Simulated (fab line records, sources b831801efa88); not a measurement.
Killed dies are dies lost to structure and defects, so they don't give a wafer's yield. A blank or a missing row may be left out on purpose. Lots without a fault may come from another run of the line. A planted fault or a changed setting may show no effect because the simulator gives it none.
Chamber matching | flow sfq_line | SFQ_TRILAYER_I3_CMP_CMP_082 on cmp-02: 4 sister chambers
The step polishes SiO2. 8 wafers are shown with their chamber, then 9 later ones without.

WAFERS WITH THEIR CHAMBER
wafer  | chamber | motor_current_A (A) | time_to_endpoint_s (s)
L787.2 | 1       | 10.5                | 215
L789.4 | 3       | 10.0                | 224
L790.3 | 0       | 9.1                 | 224
L790.4 | 2       | 11.7                | 215
L790.6 | 3       | 11.3                | 220
L791.1 | 1       | 10.7                | 220
L791.4 | 2       | 11.5                | 211
L791.5 | 0       | 9.3                 | 222

WAFERS WITHOUT THEIR CHAMBER
wafer  | motor_current_A (A) | time_to_endpoint_s (s)
L792.2 | 11.6                | 201
L792.3 | 10.6                | 213
L792.5 | 10.1                | 206
L793.2 | 11.2                | 204
L793.4 | 9.0                 | 214
L793.6 | 11.0                | 203
L794.3 | 11.2                | 208
L794.1 | 10.9                | 206
L794.5 | 11.2                | 214

WHICH CHAMBER EACH WENT THROUGH
wafer  | from the rows above          | in truth
L792.2 | can't be placed: 2 or 1      | 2
L792.3 | can't be placed: 1 or 2 or 3 | 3
L792.5 | can't be placed: 2 or 1 or 3 | 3
L793.2 | can't be placed: 2 or 1      | 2
L793.4 | can't be placed: 0 or 1 or 3 | 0
L793.6 | can't be placed: 2 or 1      | 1
L794.3 | can't be placed: 2 or 1      | 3
L794.1 | can't be placed: 2 or 1      | 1
L794.5 | can't be placed: 2 or 1      | 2
Placed correctly: 0 of 9. Can't be placed from these rows: 9 (the true chamber is among the candidates in 8). Placed wrongly: 0.
How it was worked out, from the rows above alone: a wafer's distance from a chamber is the root of the sum, over the readings, of the square of ((its reading less the chamber's mean) divided by the reading's scatter). The wafer belongs to the nearest chamber; if the next one is less than 2 further off, it can't be placed. A chamber's mean is the mean of its shown wafers. The scatter: the root of (the sum of the squares of (reading less its chamber's mean) over the shown wafers, divided by (wafers less chambers)).
